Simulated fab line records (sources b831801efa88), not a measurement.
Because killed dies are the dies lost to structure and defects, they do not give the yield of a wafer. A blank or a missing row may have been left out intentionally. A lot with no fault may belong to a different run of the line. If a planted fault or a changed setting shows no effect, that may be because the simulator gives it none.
Commonality check across tools || flow sky130 || Sampled: 14 lots, 42 wafers

== WHY THIS WAS OPENED ==
SKY_LDD_HVN_TW_MEAS_10, reading LDD_HVN_TW: flagged on 2 of 14 lots. Wafers without a fault read 1431, standard deviation 12.
Rule: a lot is flagged in two cases, either no wafer of it has a number, or all its wafers with numbers fall more than 4 standard deviations from that mean. As for the other lots, they are considered sound.

{"lot": "L387", "measured": "day 20 22:13", "on": "filmMetro-01", "LDD_HVN_TW, wafer by wafer": "1417 1424 1426", "flag": ""}
{"lot": "L388", "measured": "day 21 12:21", "on": "filmMetro-01", "LDD_HVN_TW, wafer by wafer": "1417 1419 1427", "flag": ""}
{"lot": "L391", "measured": "day 22 12:57", "on": "filmMetro-01", "LDD_HVN_TW, wafer by wafer": "1410 1413 1417", "flag": ""}
{"lot": "L393", "measured": "day 23 02:31", "on": "filmMetro-03", "LDD_HVN_TW, wafer by wafer": "1430 1433 1433", "flag": ""}
{"lot": "L394", "measured": "day 23 18:07", "on": "filmMetro-04", "LDD_HVN_TW, wafer by wafer": "1440 1444 1444", "flag": ""}
{"lot": "L395", "measured": "day 24 03:24", "on": "filmMetro-03", "LDD_HVN_TW, wafer by wafer": "1437 1443 1435", "flag": ""}
{"lot": "L396", "measured": "day 24 09:06", "on": "filmMetro-03", "LDD_HVN_TW, wafer by wafer": "1424 1421 1430", "flag": ""}
{"lot": "L397", "measured": "day 24 14:34", "on": "filmMetro-04", "LDD_HVN_TW, wafer by wafer": "1446 1439 1442", "flag": ""}
{"lot": "L399", "measured": "day 25 03:54", "on": "filmMetro-03", "LDD_HVN_TW, wafer by wafer": "1440 1433 1434", "flag": ""}
{"lot": "L400", "measured": "day 25 16:13", "on": "filmMetro-04", "LDD_HVN_TW, wafer by wafer": "1790 1805 1795", "flag": "FLAGGED"}
{"lot": "L402", "measured": "day 26 09:33", "on": "filmMetro-04", "LDD_HVN_TW, wafer by wafer": "1440 1444 1446", "flag": ""}
{"lot": "L407", "measured": "day 28 01:39", "on": "filmMetro-03", "LDD_HVN_TW, wafer by wafer": "1442 1438 1447", "flag": ""}
{"lot": "L408", "measured": "day 28 12:57", "on": "filmMetro-03", "LDD_HVN_TW, wafer by wafer": "1438 1435 1432", "flag": ""}
{"lot": "L410", "measured": "day 28 18:28", "on": "filmMetro-04", "LDD_HVN_TW, wafer by wafer": "1790 1806 1809", "flag": "FLAGGED"}
On average the flagged lots' numbers are 1799, which is +368 against the usual, or +31 standard deviations.

== TOOL THAT RAN EACH LOT ==
The record holds 1 process step before the reading, out of a route of 708 steps. Every cell lists first the tool, next ch and the chambers used by the sampled wafers, and last the start.
{"lot": "L387", "flag": "", "SKY_LDD_HVN_IMPLANT_08": "implanter-01 ch 0, day 20 21:59"}
{"lot": "L388", "flag": "", "SKY_LDD_HVN_IMPLANT_08": "implanter-04 ch 0, day 21 12:06"}
{"lot": "L391", "flag": "", "SKY_LDD_HVN_IMPLANT_08": "implanter-03 ch 0, day 22 12:42"}
{"lot": "L393", "flag": "", "SKY_LDD_HVN_IMPLANT_08": "implanter-04 ch 0, day 23 02:18"}
{"lot": "L394", "flag": "", "SKY_LDD_HVN_IMPLANT_08": "implanter-04 ch 0, day 23 17:54"}
{"lot": "L395", "flag": "", "SKY_LDD_HVN_IMPLANT_08": "implanter-01 ch 0, day 24 03:09"}
{"lot": "L396", "flag": "", "SKY_LDD_HVN_IMPLANT_08": "implanter-01 ch 0, day 24 08:52"}
{"lot": "L397", "flag": "", "SKY_LDD_HVN_IMPLANT_08": "implanter-03 ch 0, day 24 14:20"}
{"lot": "L399", "flag": "", "SKY_LDD_HVN_IMPLANT_08": "implanter-01 ch 0, day 25 03:40"}
{"lot": "L400", "flag": "FLAGGED", "SKY_LDD_HVN_IMPLANT_08": "implanter-04 ch 0, day 25 15:39"}
{"lot": "L402", "flag": "", "SKY_LDD_HVN_IMPLANT_08": "implanter-01 ch 0, day 26 09:19"}
{"lot": "L407", "flag": "", "SKY_LDD_HVN_IMPLANT_08": "implanter-04 ch 0, day 28 01:24"}
{"lot": "L408", "flag": "", "SKY_LDD_HVN_IMPLANT_08": "implanter-04 ch 0, day 28 12:42"}
{"lot": "L410", "flag": "FLAGGED", "SKY_LDD_HVN_IMPLANT_08": "implanter-01 ch 0, day 28 17:55"}
What is done by these steps:
- SKY_LDD_HVN_IMPLANT_08
- SKY_LDD_HVN_TW_MEAS_10

== FLAGGED OVER TOTAL, TOOL BY TOOL (the gauges that took the reading come last) ==
{"step": "SKY_LDD_HVN_IMPLANT_08", "tool": "implanter-01", "lots run": 6, "flagged": 1, "share of the flagged lots": "some", "sound lots run after its first flagged lot": 0}
{"step": "SKY_LDD_HVN_IMPLANT_08", "tool": "implanter-03", "lots run": 2, "flagged": 0, "share of the flagged lots": "none", "sound lots run after its first flagged lot": "-"}
{"step": "SKY_LDD_HVN_IMPLANT_08", "tool": "implanter-04", "lots run": 6, "flagged": 1, "share of the flagged lots": "some", "sound lots run after its first flagged lot": "2 (L407,L408)"}
{"step": "SKY_LDD_HVN_TW_MEAS_10", "tool": "filmMetro-01", "lots run": 3, "flagged": 0, "share of the flagged lots": "none", "sound lots run after its first flagged lot": "-"}
{"step": "SKY_LDD_HVN_TW_MEAS_10", "tool": "filmMetro-03", "lots run": 6, "flagged": 0, "share of the flagged lots": "none", "sound lots run after its first flagged lot": "-"}
{"step": "SKY_LDD_HVN_TW_MEAS_10", "tool": "filmMetro-04", "lots run": 5, "flagged": 2, "share of the flagged lots": "all", "sound lots run after its first flagged lot": "1 (L402)"}

== THE TABLE: WHAT IT ALLOWS ==
All flagged lots share 1 row of the table, namely filmMetro-04 at SKY_LDD_HVN_TW_MEAS_10.
- filmMetro-04 at SKY_LDD_HVN_TW_MEAS_10: 2 of its 5 lots flagged. Lots that were sound ran on it after the first flagged one (L402); a persistent fault on the entire tool would not allow that.
No row of the table ran every flagged lot and no sound lot after the first.

== WHAT THE SIMULATOR HAD PUT IN ==
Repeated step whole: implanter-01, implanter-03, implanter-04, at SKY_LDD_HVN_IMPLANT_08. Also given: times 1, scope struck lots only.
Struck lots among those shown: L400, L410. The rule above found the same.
